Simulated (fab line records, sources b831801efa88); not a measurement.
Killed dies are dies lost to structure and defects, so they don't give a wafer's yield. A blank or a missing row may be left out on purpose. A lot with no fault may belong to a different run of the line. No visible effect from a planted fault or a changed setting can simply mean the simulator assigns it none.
Chamber matching -- flow sky130 -- SKY_LI_CONTACT_CMP_02 on cmp-01 has 4 sister chambers
The step polishes PSG. 14 wafers are shown with their chamber, then 7 later ones without.

## EACH WAFER AND ITS CHAMBER
wafer,chamber,motor current A (A),time to endpoint s (s)
L293.4,0,11.5,31
L293.5,3,11.7,31
L293.6,2,10.8,24
L295.1,1,15.5,33
L295.3,0,11.3,32
L295.6,0,11.9,34
L298.1,0,11.4,34
L298.2,1,15.1,39
L298.3,2,10.0,32
L297.1,3,11.6,32
L297.3,0,11.3,30
L297.4,1,15.3,32
L309.1,0,11.3,31
L309.2,1,15.1,32

SIGNATURES (averages over the wafers above)
reading,chamber 0,chamber 1,chamber 2,chamber 3,scatter within a chamber
motor current A,11.450,15.250,10.400,11.650,0.266
time to endpoint s,32.00,34.00,28.00,31.50,2.84
Rule: a wafer's distance from a chamber is the root of the sum, over the readings, of the square of ((its reading less the chamber's mean) divided by the reading's scatter). The wafer belongs to the nearest chamber; if the next one is less than 2 further off, it can't be placed. How the scatter is found: for the shown wafers, subtract from each reading the mean of its chamber, square and add these, divide the total by (wafers less chambers), then take the root.

## WAFERS WITHOUT THEIR CHAMBER
wafer,motor current A (A),time to endpoint s (s)
L309.5,11.6,26
L308.1,11.2,33
L308.4,10.8,30
L308.6,11.9,30
L314.2,15.4,35
L314.3,10.5,29
L314.5,11.8,35

## CHAMBER TAKEN BY EACH
wafer,from the rows above,in truth
L309.5,can't be placed: 3 or 0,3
L308.1,can't be placed: 0 or 3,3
L308.4,can't be placed: 2 or 0 or 3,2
L308.6,can't be placed: 3 or 0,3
L314.2,1,1
L314.3,2,2
L314.5,can't be placed: 3 or 0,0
Placed correctly: 2 of 7. Cannot be placed on the basis of these rows: 5; the candidates contain the true chamber in 5. 0 placed wrongly.
